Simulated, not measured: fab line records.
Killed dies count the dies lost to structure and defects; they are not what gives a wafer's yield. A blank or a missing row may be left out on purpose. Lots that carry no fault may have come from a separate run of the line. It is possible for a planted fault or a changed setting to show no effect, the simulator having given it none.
Chamber matching ; flow gf180mcu ; GF_CONTACT_CMP_04 on cmp-01: 4 sister chambers
The step polishes SiO2. 14 wafers are shown with their chamber, then 6 later ones without.

WAFERS PAIRED WITH THEIR CHAMBERS
wafer;chamber;motorCurrentA (A);timeToEndpointS (s)
L820.2;3;11.2;104
L820.3;0;11.5;97
L820.5;2;10.6;103
L823.1;1;14.3;118
L823.5;0;12.6;114
L823.6;3;10.4;109
L825.1;0;11.5;109
L825.4;3;10.7;115
L825.6;1;13.1;125
L826.2;0;12.8;113
L826.4;3;10.9;108
L826.5;3;10.6;115
L827.1;2;9.7;106
L827.3;3;11.2;115

SIGNATURES, as means of the wafers listed above
reading;chamber 0;chamber 1;chamber 2;chamber 3;scatter within a chamber
motorCurrentA;12.100;13.700;10.150;10.833;0.558
timeToEndpointS;108.25;121.50;104.50;111.00;5.67
Rule: for each reading, subtract the chamber's mean from the wafer's reading, divide by that reading's scatter and square the result; add these up over the readings and take the root, which gives the wafer's distance from the chamber. The wafer belongs to the nearest chamber; if the next one is less than 2 further off, it can't be placed. How the scatter is found: for the shown wafers, subtract from each reading the mean of its chamber, square and add these, divide the total by (wafers less chambers), then take the root.

WAFERS WITHOUT THEIR CHAMBER
wafer;motorCurrentA (A);timeToEndpointS (s)
L827.6;12.5;111
L839.3;13.0;115
L839.6;10.8;108
L840.1;13.0;119
L840.3;11.7;111
L840.6;13.2;120

THE CHAMBER EACH PASSED THROUGH
wafer;from the rows above;in truth
L827.6;can't be placed: 0 or 1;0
L839.3;can't be placed: 1 or 0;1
L839.6;can't be placed: 3 or 2 or 0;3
L840.1;can't be placed: 1 or 0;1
L840.3;can't be placed: 0 or 3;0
L840.6;can't be placed: 1 or 0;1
Correct placement for 0 of the 6. These rows do not allow placing 6 (true chamber among the candidates in 6). 0 placed wrongly.
